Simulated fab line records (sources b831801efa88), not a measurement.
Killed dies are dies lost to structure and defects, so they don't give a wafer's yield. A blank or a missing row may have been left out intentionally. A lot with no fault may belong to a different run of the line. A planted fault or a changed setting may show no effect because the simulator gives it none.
One fault seen from 2 desks | flow sky130 | each desk has only its own numbers; what lay behind them comes last

THE METROLOGY DESK
Lot by lot, what the gauges showed, no matter which tool ran the lot: averages of those sampled wafers that carry a number. A lot is out of limits, marked OUT, if its mean lies more than 4 standard deviations from the usual mean; the brackets give that distance.
Columns: A = VIA2_W_RS at SKY_VIA2_RS_MEAS_22, usual 0.2829 ohm/sq; B = VIA2_W_THK at SKY_VIA2_THK_MEAS_23, usual 409 nm
lot  | first seen here | A      | B
L791 | day 36 15:20    | 0.2807 | 403
L792 | day 36 18:27    | 0.2810 | 413
L793 | day 37 08:15    | 0.2862 | 411
L796 | day 37 21:11    | 0.2804 | 422
L811 | day 42 09:38    | 0.2798 | 413
L813 | day 43 07:51    | 0.2875 | 393
This desk's verdict: no lot among the 6 shows anything out of limits.

DESK OF THE TOOL OWNER: pvd-sputter-01
The tool's own readings at SKY_METAL3_SPUTTER_03 (material Ti, target thk 5 nm, time 3.3 s): means of the sampled wafers that have a number, for each lot that ran on this tool. A lot is out of limits, marked OUT, if its mean lies more than 4 standard deviations from the usual mean; the brackets give that distance.
Columns: A = cathode-dc-power-W at SKY_METAL3_SPUTTER_03, usual 3000.1 W; B = chamber-pressure-pa at SKY_METAL3_SPUTTER_03, usual 0.4001 Pa; C = throttle-valve-pct at SKY_METAL3_SPUTTER_03, usual 30.3 %
lot  | first seen here | A      | B      | C
L792 | day 36 19:11    | 3000.0 | 0.4006 | 31.7
L793 | day 37 08:49    | 2999.9 | 0.3994 | 31.3
L796 | day 37 21:44    | 3000.2 | 0.3999 | 31.4
This desk's verdict: no lot among the 3 shows anything out of limits.

BROUGHT TOGETHER
Metrology desk: nothing out of limits seen.
The tool owner's desk saw nothing out of limits.

WHAT THE SIMULATOR HAD PUT IN
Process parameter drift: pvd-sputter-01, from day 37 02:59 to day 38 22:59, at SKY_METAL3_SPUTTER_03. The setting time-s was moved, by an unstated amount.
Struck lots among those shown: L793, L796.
